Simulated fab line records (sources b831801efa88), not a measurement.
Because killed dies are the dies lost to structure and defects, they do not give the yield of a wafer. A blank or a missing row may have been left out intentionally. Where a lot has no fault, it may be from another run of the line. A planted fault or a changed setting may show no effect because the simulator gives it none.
Which tool did it? -- flow sky130 -- 6 lots with 18 wafers sampled at 4 steps, on a route of 708 steps

== WHAT THE GAUGES READ, wafer by wafer ==
SKY_CONTACT_THK_MEAS_26: measures by xrf.
lot,measured,on,CONTACT_W_THK (nm)
L835,day 33 07:55,film_metro-04,323 324 327
L837,day 33 14:27,film_metro-04,325 323 323
L840,day 34 17:55,film_metro-04,327 326 328
L843,day 35 10:07,film_metro-04,331 334 330
L845,day 36 08:19,film_metro-03,323 322 321
L854,day 38 19:22,film_metro-04,333 326 326

== TOOL THAT RAN EACH LOT (tool first, then ch and the chambers of the sampled wafers, then the start) ==
lot,SKY_POLY_GATE_ETCH_15,SKY_LI_CONTACT_STRIP_16,SKY_CONTACT_CVD_24
L835,"rie_diel-04 ch 0,2,3, day 18 04:58","plasma_asher-04 ch 0,1, day 30 20:52","cvd_w-01 ch 0, day 33 07:34"
L837,"rie_diel-04 ch 2,3, day 18 11:59","plasma_asher-01 ch 1, day 31 04:14","cvd_w-01 ch 0, day 33 14:07"
L840,"rie_diel-04 ch 0,1,3, day 19 21:34","plasma_asher-01 ch 0,1, day 32 09:32","cvd_w-02 ch 0,1, day 34 17:41"
L843,"rie_diel-04 ch 0,1,2, day 20 18:10","plasma_asher-01 ch 0,1, day 33 01:14","cvd_w-01 ch 1, day 35 09:47"
L845,"rie_diel-04 ch 1,2,3, day 21 07:25","plasma_asher-04 ch 0,1, day 33 23:17","cvd_w-02 ch 0,1, day 36 08:04"
L854,"rie_diel-01 ch 0,1,3, day 24 14:14","plasma_asher-01 ch 0,1, day 36 11:12","cvd_w-01 ch 0,1, day 38 19:09"
- SKY_POLY_GATE_ETCH_15: etches BARC in N2/H2, stops on SiO2, time 118.5 s, target depth 110 nm.
- SKY_LI_CONTACT_STRIP_16: strips in O2/N2.
- SKY_CONTACT_CVD_24: deposits W, target thk 340 nm, time 102.12 s.

== THE ANSWER, worked out from the rows above alone ==
Rule: what is usual is taken from the lots themselves. The widest of any qualifying gaps counts: lots, ordered by their means at a reading, are off when they make up no more than a third of the lots, leave a main group of 4 or more, and stand apart from it by 3 or more times the standard deviation of that group's means. Not used: any main group whose means are identical at the precision the tables above print for the reading. A lot without any number at a reading at which 4 lots or more have one is off too. Where the step has rows for the other lots, those lots are counted as sound.
No lot is off on any of the readings shown, so nothing can be concluded from this.

== WHAT THE SIMULATOR HAD PUT IN ==
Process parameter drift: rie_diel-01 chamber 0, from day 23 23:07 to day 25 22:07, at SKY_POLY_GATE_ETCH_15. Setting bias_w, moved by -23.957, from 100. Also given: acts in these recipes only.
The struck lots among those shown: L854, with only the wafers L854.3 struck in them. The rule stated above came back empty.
